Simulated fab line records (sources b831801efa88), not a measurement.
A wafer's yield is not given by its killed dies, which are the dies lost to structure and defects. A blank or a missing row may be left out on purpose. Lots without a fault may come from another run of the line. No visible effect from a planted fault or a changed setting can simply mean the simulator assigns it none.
Code-filled problem report in 8D (eight disciplines) form + flow sky130 + the parts of the form that need people (team, actions taken, sign-off) are left out

## 1. WHAT IS WRONG
SKY_POLY_GATE_SOFTBAKE_09, run_length_s: mean 123.2 s over 1 wafer from 1 lot; wafers with no fault: 119.1 s, standard deviation 0.31. Relative to the usual mean, that is a shift of +13 standard deviations.
The step: time 90 s.
The first sign was on wafer L594.4 at day 21 10:00, on litho_track-04. Wafers with a number at this step in the record: 39, from 13 lots. Rule for "out" (also "out of limits"): further than 4 standard deviations from the usual mean. The rest of the wafers with a number are treated as sound.

## 2. WHAT IT IS AND WHAT IT IS NOT
| question                    | is                | is not                                                                                             |
|-----------------------------|-------------------|----------------------------------------------------------------------------------------------------|
| which readings at this step | run_length_s      | -                                                                                                  |
| which lots                  | L594              | L582, L583, L584, L585, L587, L590, L598, L600, L601, L602, L603, L604                             |
| which wafers of those lots  | L594.4            | L594.1, L594.2                                                                                     |
| read on which tools         | litho_track-04    | litho_track-02, litho_track-03                                                                     |
| when                        | from day 21 10:00 | up to then (20 sound wafers); but 18 sound wafers of L598, L600, L601, L602, L603, L604 came after |

## 3. WHAT RULES OUT EACH SUSPECT
Counting: if a tool at a process step up to the reading ran every lot that is out, it stays a suspect. Sound lots after the first of them don't rule it out here, since some wafers of a struck lot are sound.
- litho_track-04 at SKY_POLY_GATE_SOFTBAKE_09 (time 90 s): kept. L594, the lot that is out, went through it at day 21 10:00; up to then, the latest sound lot through it was L582 at day 16 11:00. On those wafers its own readings are out: run_length_s.
Left after counting: litho_track-04 at SKY_POLY_GATE_SOFTBAKE_09.

## 4. THE CAUSE (what the simulator had put in)
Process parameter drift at SKY_POLY_GATE_SOFTBAKE_09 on litho_track-04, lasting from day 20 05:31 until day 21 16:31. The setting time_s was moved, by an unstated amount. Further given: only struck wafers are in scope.
Counting left only this tool.

## 5. THE CHAIN OF EFFECTS, in route order
Each row: a reading whose mean over the struck wafers that have a number lies more than 3 standard deviations from the usual. Scope: only readings with a usual standard deviation given in the record; hours: median across lots of the time from each lot's start at the first step in this table that gives one to its start at this step; sigmas: change in usual standard deviations.
| hours | step                      | reading      | usual   | on struck wafers | change | sigmas |
|-------|---------------------------|--------------|---------|------------------|--------|--------|
| 0     | SKY_POLY_GATE_SOFTBAKE_09 | run_length_s | 119.1 s | 123.2            | +4.1   | +13    |
It contains these process steps:
- SKY_POLY_GATE_SOFTBAKE_09: time 90 s.

## 6. WHAT WOULD HAVE CAUGHT IT SOONER
In this record the first reading out of limits was taken at day 21 10:00, 28 hours after the fault began at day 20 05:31.
